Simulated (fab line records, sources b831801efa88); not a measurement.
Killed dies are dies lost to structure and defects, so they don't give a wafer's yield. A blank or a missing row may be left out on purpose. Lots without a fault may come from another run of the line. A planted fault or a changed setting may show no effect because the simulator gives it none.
One fault seen from 2 desks | flow gf180mcu | each desk has only its own numbers; what lay behind them comes last

THE TOOL OWNER'S DESK: rie_diel-03
The tool's own readings at GF_SAB_ETCH_11 (etches SiO2 in C4F8/O2/Ar, target depth 55 nm, time 8.5 s): means of the sampled wafers that have a number, for each lot that ran on this tool. A lot is out of limits, marked OUT, if its mean lies more than 4 standard deviations from the usual mean; the brackets give that distance.
Columns: A = oes_product_au at GF_SAB_ETCH_11, usual 1.000 a.u.; B = rf_fwd_power_W at GF_SAB_ETCH_11, usual 1473 W
lot  | first seen here | A     | B
L185 | day 18 05:04    | 1.005 | 1549 (+8.0) OUT
L198 | day 22 15:10    | 1.004 | 1466
This desk's finding: out of limits on L185; first on L185, day 18 05:04 (rf_fwd_power_W at GF_SAB_ETCH_11). In limits: L198.

THE METROLOGY DESK
What the gauges read, lot by lot, whatever tool the lot ran on: means of the sampled wafers that have a number. A lot is out of limits, marked OUT, if its mean lies more than 4 standard deviations from the usual mean; the brackets give that distance.
Columns: A = PSD_RS at GF_PSD_RS_MEAS_15, usual 108.59 ohm/sq; B = SAB_CVD_00_THK at GF_SAB_THK_MEAS_01, usual 49.8 nm; C = cd_nm at GF_SAB_CD_MEAS_09, usual 419.4 nm; D = SAB_OVL at GF_SAB_OVL_MEAS_10, usual 0.2 nm
lot  | first seen here | A      | B    | C     | D
L185 | day 17 05:53    | 108.85 | 49.1 | 418.8 | 2.1
L190 | day 18 18:24    | 108.21 | 49.4 | 418.4 | 0.4
L195 | day 20 11:02    | 108.65 | 49.5 | 419.1 | 0.3
L198 | day 21 16:08    | 109.11 | 49.9 | 416.9 | 1.2
L199 | day 21 19:11    | 108.60 | 49.9 | 419.8 | 0.9
This desk's finding: nothing out of limits on any of the 5 lots.

PUT TOGETHER
The tool owner's desk could have raised an alarm at day 18 05:04, on L185.
The metrology desk saw nothing out of limits.
The metrology desk has L185 on record, within its limits.
Of the lots named, all ran GF_SAB_ETCH_11 on rie_diel-03.

WHAT THE SIMULATOR HAD PUT IN
Process parameter drift: rie_diel-03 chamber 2, from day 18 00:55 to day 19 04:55, at GF_SAB_ETCH_11. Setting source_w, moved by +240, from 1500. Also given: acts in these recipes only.
Lots struck among those shown: L185.
Hours from the fault's start to each desk's first reading out of limits: the tool owner's desk, 4.
